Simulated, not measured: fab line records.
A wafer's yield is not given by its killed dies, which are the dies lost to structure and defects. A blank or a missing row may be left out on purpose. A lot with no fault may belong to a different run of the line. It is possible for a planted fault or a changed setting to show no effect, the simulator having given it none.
fab line records	flow gf180mcu
record lots=5	wafers=23
route steps=602 shown M5@531 TOP_METAL@571 PASSIVATION@587
start_h: hours from the record's opening day to when the first of the lot's shown wafers began	wait_h: hours from the lot's prior step to this one	" as in the row above	L1.1+2: one row covering several wafers at once	- either no value or no given start	* or withheld: withheld	< > ~ a bound
route shown NAME@n: a module of which the file shows steps, and the number in the route of the first	usual: mean/standard deviation taken from wafers without a fault	same: alike in all rows	chamber/n: place in a boat	sites: per-site readings	_std_site: the standard deviation of these	_edge_site: inner sites' mean taken away from outer sites' mean	radius_mm: for every site, how far away it sits from the centre of the wafer	mask NAME#n: copy n	behind: tool/chamber where the wafer was last shaped	hold: cause of the lot's hold/its duration in hours/its outcome	device: the transistor (n, p or np) that didn't switch	end of line: tests run on the same wafers once the route is complete	a step with no rows: only its recipe	killed: at the first sort, the dies lost to defects and structure; wafer yield is something else	map: per-die view of a wafer (x killed, . not killed, _ where there is no die)
set.NAME: the setting as run; set.NAME@STEP: as run at that earlier step	model.NAME: the simulator's own value behind a step, which no gauge read
lots where settings were altered on purpose, with a table for each step and a row for each wafer
## steps
# step GF_M5_PEB_05
# recipe peb_temp_c=135	peb_time_s=90	resist=KrF
lot.wafer	tool	chamber	start_h	wait_h	set.peb_time_s
L075.1+2+5	litho_track-03	0	-	-	90
L075.3+6	"	0	"	"	82.02
L077.1+5+6	litho_track-04	0	-	-	90
L077.2+4	"	0	"	"	78.72
L076.1+2+4	litho_track-03	0	-	-	90
L076.3+5	"	0	"	"	99.15
L082.1+2+5	litho_track-01	0	-	-	90
L084.1+3	litho_track-04	0	-	-	90
L084.2+5+6	"	0	"	"	93.8
# step GF_M5_DEVELOP_06
# recipe develop_time_s=60	dev_temp_c=21
# step GF_M5_CD_MEAS_07
# recipe target_cd_nm=280
# usual cd_nm=279.8/1.3
lot.wafer	tool	chamber	start_h	wait_h	set.peb_time_s@M5_PEB_05	cd_nm
L075.1	cd_sem-01	-	619.06	0.1	90	278.4
L075.2	"	-	"	"	90	279.4
L075.3	"	-	"	"	82.02	281.9
L075.5	"	-	"	"	90	277.8
L075.6	"	-	"	"	82.02	281.9
L077.1	cd_sem-02	-	633.31	0.1	90	280.7
L077.2	"	-	"	"	78.72	283.9
L077.4	"	-	"	"	78.72	284.0
L077.5	"	-	"	"	90	281.5
L077.6	"	-	"	"	90	280.7
L076.1	cd_sem-01	-	634.61	0.1	90	280.0
L076.2	"	-	"	"	90	279.9
L076.3	"	-	"	"	99.15	278.0
L076.4	"	-	"	"	90	281.1
L076.5	"	-	"	"	99.15	278.1
L082.1	cd_sem-01	-	678.48	0.1	90	280.9
L082.2	"	-	"	"	90	279.7
L082.5	"	-	"	"	90	279.8
L084.1	cd_sem-01	-	685.16	0.1	90	279.8
L084.2	"	-	"	"	93.8	280.6
L084.3	"	-	"	"	90	281.2
L084.5	"	-	"	"	93.8	279.7
L084.6	"	-	"	"	93.8	281.2
# step GF_M5_ETCH_09
# recipe chemistry=CF4/O2	target=Si3N4	target_depth_nm=52	source_w=800	bias_w=150	pressure_mtorr=150	cf4_flow_sccm=80	O2_flow_sccm=10	time_s=11.6
lot.wafer	tool	chamber	start_h	wait_h	set.peb_time_s@M5_PEB_05	model.M5.cd_nm
L075.1	rie_diel-04	3	619.22	0.0	90	278.3
L075.2	"	1	"	"	90	279.4
L075.3	"	2	"	"	82.02	281.4
L075.5	"	3	"	"	90	277.6
L075.6	"	0	"	"	82.02	282.2
L077.1	rie_diel-02	2	633.46	0.0	90	281
L077.2	"	1	"	"	78.72	284.4
L077.4	"	3	"	"	78.72	284.2
L077.5	"	0	"	"	90	281.8
L077.6	"	1	"	"	90	281.2
L076.1	rie_diel-04	1	634.77	0.0	90	280.1
L076.2	"	3	"	"	90	279.4
L076.3	"	0	"	"	99.15	278.1
L076.4	"	2	"	"	90	281
L076.5	"	1	"	"	99.15	278.6
L082.1	rie_diel-03	1	678.63	0.0	90	280.1
L082.2	"	0	"	"	90	279.7
L082.5	"	2	"	"	90	280.3
L084.1	rie_diel-04	0	685.31	0.0	90	280.8
L084.2	"	2	"	"	93.8	280.2
L084.3	"	3	"	"	90	281.4
L084.5	"	2	"	"	93.8	280.1
L084.6	"	3	"	"	93.8	280.7
# step GF_TOP_METAL_SPUTTER_04
# recipe material=TiN	target_thk_nm=25	power_w=6500	time_s=20.8	chamber_pressure_pa=0.4
lot.wafer	tool	chamber	start_h	wait_h	set.time_s	model.TiN_of_TOP_METAL_SPUTTER_04.thk_nm
L075.1	pvd_sputter-04	-	641.76	0.0	20.8	25.28
L075.2	"	-	"	"	20.8	24.73
L075.3	"	-	"	"	20.8	25.05
L075.5	"	-	"	"	17.73	21.32
L075.6	"	-	"	"	17.73	21.62
L077.1	pvd_sputter-03	-	656.74	0.0	20.8	25.46
L077.2	"	-	"	"	22.68	27.45
L077.4	"	-	"	"	22.68	27.55
L077.5	"	-	"	"	22.68	27.39
L077.6	"	-	"	"	20.8	25.38
L076.1	pvd_sputter-04	-	657.76	0.0	19.28	23.27
L076.2	"	-	"	"	20.8	25.02
L076.3	"	-	"	"	20.8	25.09
L076.4	"	-	"	"	19.28	23.21
L076.5	"	-	"	"	19.28	23.12
L082.1	pvd_sputter-04	-	701.60	0.0	20.8	25.25
L082.2	"	-	"	"	20.8	25
L082.5	"	-	"	"	20.8	24.79
L084.1	pvd_sputter-03	-	706.83	0.0	23.41	27.97
L084.2	"	-	"	"	23.41	28.13
L084.3	"	-	"	"	20.8	24.97
L084.5	"	-	"	"	20.8	24.79
L084.6	"	-	"	"	20.8	25.01
# step GF_TOP_METAL_METAL_ETCH_16
# recipe chemistry=Cl2/BCl3	mask_material=NOVOLAK	target_depth_nm=1077.5	stop_on=SiO2	pressure_mtorr=8	icp_w=800	bias_w=140	Cl2_flow_sccm=80	bcl3_flow_sccm=40	time_s=179.6
lot.wafer	tool	chamber	start_h	wait_h	set.time_s	model.NOVOLAK_of_TOP_METAL_COAT_09.thk_nm
L075.1	rie_metal-01	0	661.52	0.0	179.6	1062
L075.2	"	1	"	"	167.8	1081
L075.3	"	1	"	"	179.6	1054
L075.5+6	"	0,1	"	"	167.8	-
L077.1	rie_metal-01	0	676.12	0.0	179.6	1070
L077.2	"	1	"	"	179.6	-
L077.4+5	"	0,1	"	"	205.9	-
L077.6	"	0	"	"	179.6	1066
L076.1+4+5	rie_metal-03	1	677.61	0.0	179.6	-
L076.2	"	0	"	"	179.6	1064
L076.3	"	0	"	"	179.6	1065
L082.1	rie_metal-02	1	720.27	0.0	179.6	1055
L082.2	"	0	"	"	179.6	1078
L082.5	"	0	"	"	179.6	1074
L084.1	rie_metal-01	1	724.27	0.0	195.9	-
L084.2	"	0	"	"	179.6	-
L084.3	"	1	"	"	179.6	1060
L084.5	"	0	"	"	179.6	1064
L084.6	"	1	"	"	195.9	1020
# step GF_TOP_METAL_STRIP_17
# recipe chemistry=O2/N2	power_w=1400	pressure_mtorr=1500	platen_temp_c=250	o2_flow_sccm=3000	n2_flow_sccm=300	overash_fraction=0.5
# usual strip_time_to_endpoint_s=13.36/0.093
lot.wafer	tool	chamber	start_h	wait_h	set.time_s@TOP_METAL_METAL_ETCH_16	strip_time_to_endpoint_s
L075.1	plasma_asher-03	0	661.69	0.1	179.6	13.35
L075.2	"	1	"	"	167.8	13.57
L075.3	"	0	"	"	179.6	13.28
L075.5	"	1	"	"	167.8	13.73
L075.6	"	0	"	"	167.8	13.60
L077.1	plasma_asher-01	0	676.29	0.1	179.6	13.46
L077.2	"	1	"	"	179.6	13.32
L077.4	"	1	"	"	205.9	12.82
L077.5	"	0	"	"	205.9	12.62
L077.6	"	1	"	"	179.6	13.39
L076.1	plasma_asher-02	0	677.79	0.1	179.6	13.28
L076.2	"	1	"	"	179.6	13.37
L076.3	"	1	"	"	179.6	13.38
L076.4	"	0	"	"	179.6	13.29
L076.5	"	0	"	"	179.6	13.28
L082.1	plasma_asher-03	0	720.44	0.1	179.6	13.29
L082.2	"	1	"	"	179.6	13.56
L082.5	"	1	"	"	179.6	13.51
L084.1	plasma_asher-03	1	724.44	0.1	195.9	12.86
L084.2	"	0	"	"	179.6	13.49
L084.3	"	0	"	"	179.6	13.34
L084.5	"	1	"	"	179.6	13.38
L084.6	"	0	"	"	195.9	12.91
# step GF_PASSIVATION_CVD_00
# recipe material=SiO2	target_thk_nm=1000	precursor=TEOS	temp_c=400	time_s=111.95	rf_w=600
lot.wafer	tool	chamber	start_h	wait_h	set.time_s	model.SiO2_of_PASSIVATION_CVD_00.thk_nm
L075.1	pecvd-01	0	662.22	0.0	111.95	1005
L075.2	"	1	"	"	121.6	1089
L075.3	"	2	"	"	121.6	1088
L075.5	"	0	"	"	121.6	1098
L075.6	"	1	"	"	111.95	1009
L077.1	pecvd-04	0	676.83	0.0	111.95	1000
L077.2	"	1	"	"	118.7	1051
L077.4	"	0	"	"	111.95	1011
L077.5	"	0	"	"	111.95	1023
L077.6	"	1	"	"	118.7	1084
L076.1	pecvd-03	2	678.32	0.0	111.95	986.1
L076.2	"	1	"	"	111.95	989.8
L076.3	"	0	"	"	111.95	992.7
L076.4	"	0	"	"	111.95	994.4
L076.5	"	2	"	"	111.95	1001
L082.1	pecvd-03	1	721.13	0.0	111.95	974.7
L082.2	"	2	"	"	111.95	977.1
L082.5	"	1	"	"	111.95	998.6
L084.1	pecvd-03	2	725.01	0.0	111.95	1015
L084.2	"	1	"	"	111.95	999.3
L084.3	"	0	"	"	111.95	992.1
L084.5	"	0	"	"	111.95	1036
L084.6	"	2	"	"	111.95	1021
# step GF_PASSIVATION_THK_MEAS_01
# recipe reads=SiO2_of_PASSIVATION_CVD_00
# usual PASSIVATION_CVD_00_THK=1002/13
lot.wafer	tool	chamber	start_h	wait_h	set.time_s@PASSIVATION_CVD_00	PASSIVATION_CVD_00_THK[nm]
L075.1	film_metro-03	-	662.30	0.0	111.95	1005
L075.2	"	-	"	"	121.6	1088
L075.3	"	-	"	"	121.6	1088
L075.5	"	-	"	"	121.6	1098
L075.6	"	-	"	"	111.95	1010
L077.1	film_metro-01	-	676.95	0.1	111.95	1000
L077.2	"	-	"	"	118.7	1050
L077.4	"	-	"	"	111.95	1010
L077.5	"	-	"	"	111.95	1022
L077.6	"	-	"	"	118.7	1084
L076.1	film_metro-01	-	678.40	0.0	111.95	986
L076.2	"	-	"	"	111.95	989
L076.3	"	-	"	"	111.95	993
L076.4	"	-	"	"	111.95	994
L076.5	"	-	"	"	111.95	1001
L082.1	film_metro-01	-	721.21	0.0	111.95	975
L082.2	"	-	"	"	111.95	977
L082.5	"	-	"	"	111.95	998
L084.1	film_metro-03	-	725.09	0.0	111.95	1017
L084.2	"	-	"	"	111.95	999
L084.3	"	-	"	"	111.95	991
L084.5	"	-	"	"	111.95	1036
L084.6	"	-	"	"	111.95	1021
## key
split step=GF_M5_PEB_05	setting=peb_time_s	stated=90	by=wafer
response step=GF_M5_CD_MEAS_07	reading=cd_nm	change=-0.253	per=1%	r=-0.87
response step=GF_M5_ETCH_09	reading=model.M5.cd_nm	change=-0.248	per=1%	r=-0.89
split step=GF_TOP_METAL_SPUTTER_04	setting=time_s	stated=20.8	by=wafer
response step=GF_TOP_METAL_SPUTTER_04	reading=model.TiN_of_TOP_METAL_SPUTTER_04.thk_nm	change=+0.242	per=1%	r=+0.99
split step=GF_TOP_METAL_METAL_ETCH_16	setting=time_s	stated=179.6	by=wafer
response step=GF_TOP_METAL_METAL_ETCH_16	reading=model.NOVOLAK_of_TOP_METAL_COAT_09.thk_nm	change=-4.22	per=1%	r=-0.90
response step=GF_TOP_METAL_STRIP_17	reading=strip_time_to_endpoint_s	change=*	per=1%	r=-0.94
split step=GF_PASSIVATION_CVD_00	setting=time_s	stated=111.95	by=wafer
response step=GF_PASSIVATION_CVD_00	reading=model.SiO2_of_PASSIVATION_CVD_00.thk_nm	change=+9.63	per=1%	r=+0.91
response step=GF_PASSIVATION_THK_MEAS_01	reading=PASSIVATION_CVD_00_THK	change=+9.57	per=1%	r=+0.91
